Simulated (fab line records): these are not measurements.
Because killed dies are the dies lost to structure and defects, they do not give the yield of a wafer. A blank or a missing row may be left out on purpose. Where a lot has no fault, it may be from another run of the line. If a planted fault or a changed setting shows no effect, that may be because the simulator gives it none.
Which tool is to blame? | flow gf180mcu | 12 lots with 36 wafers sampled at 3 steps, on a route of 602 steps

== WHAT EACH GAUGE READ, for each wafer ==
GF_M1_OVL_MEAS_15.
lot  | measured     | on         | M1_OVL (nm)
L075 | day 17 09:10 | overlay-01 | 4 1 -1
L077 | day 18 07:31 | overlay-01 | 4 -1 14
L079 | day 19 07:36 | overlay-01 | 1 3 3
L081 | day 19 16:27 | overlay-01 | 7 2 -1
L083 | day 20 19:22 | overlay-02 | 0 0 -3
L085 | day 21 02:16 | overlay-02 | 12 7 13
L087 | day 22 00:51 | overlay-01 | 6 8 7
L089 | day 22 20:27 | overlay-01 | 8 11 3
L091 | day 23 07:25 | overlay-01 | 8 7 1
L093 | day 23 22:34 | overlay-01 | 9 4 10
L095 | day 24 15:05 | overlay-01 | 0 -5 2
L097 | day 25 05:28 | overlay-01 | 3 2 3

== WHAT TOOL EACH LOT RAN ON (gives the tool, then ch and the chambers of the sampled wafers, and finally the start) ==
lot  | GF_SALICIDE_RTA_06               | GF_M1_SPUTTER_03
L075 | rtp anneal-02 ch 0, day 15 10:06 | pvd sputter-02, day 16 10:00
L077 | rtp anneal-01 ch 0, day 16 06:41 | pvd sputter-02, day 17 07:53
L079 | rtp anneal-01 ch 0, day 17 05:05 | pvd sputter-01, day 18 06:57
L081 | rtp anneal-02 ch 0, day 17 14:13 | pvd sputter-01, day 18 16:17
L083 | rtp anneal-01 ch 0, day 18 16:33 | pvd sputter-02, day 19 19:00
L085 | rtp anneal-01 ch 0, day 19 00:23 | pvd sputter-01, day 20 02:32
L087 | rtp anneal-02 ch 0, day 19 22:03 | pvd sputter-01, day 21 00:57
L089 | rtp anneal-02 ch 0, day 20 18:37 | pvd sputter-02, day 21 20:45
L091 | rtp anneal-02 ch 0, day 21 06:11 | pvd sputter-04, day 22 08:10
L093 | rtp anneal-02 ch 0, day 21 22:19 | pvd sputter-04, day 22 23:55
L095 | rtp anneal-01 ch 0, day 22 15:35 | pvd sputter-02, day 23 16:33
L097 | rtp anneal-02 ch 0, day 23 06:55 | pvd sputter-02, day 24 07:52
- GF_SALICIDE_RTA_06: time 30 s.
- GF_M1_SPUTTER_03: material Ti, target thk 10 nm, time 6.7 s.

== THE ANSWER, worked out from the rows above alone ==
Rule: the usual values come from the lots themselves. Put in order of their means at a reading, lots are off if they are a third of the lots or fewer, leave a main group of 4 or more, and stand apart from it by a gap of 3 or more times the standard deviation of the main group's means; of several such gaps the widest counts. Not used: any main group whose means are identical at the precision the tables above print for the reading. Also off: a lot with no number at a reading for which 4 or more lots have one. Where the step has rows for the other lots, those lots are counted as sound.
Nothing can be told from this: no lot is off at any reading shown.

== WHAT HAD BEEN PUT IN BY THE SIMULATOR ==
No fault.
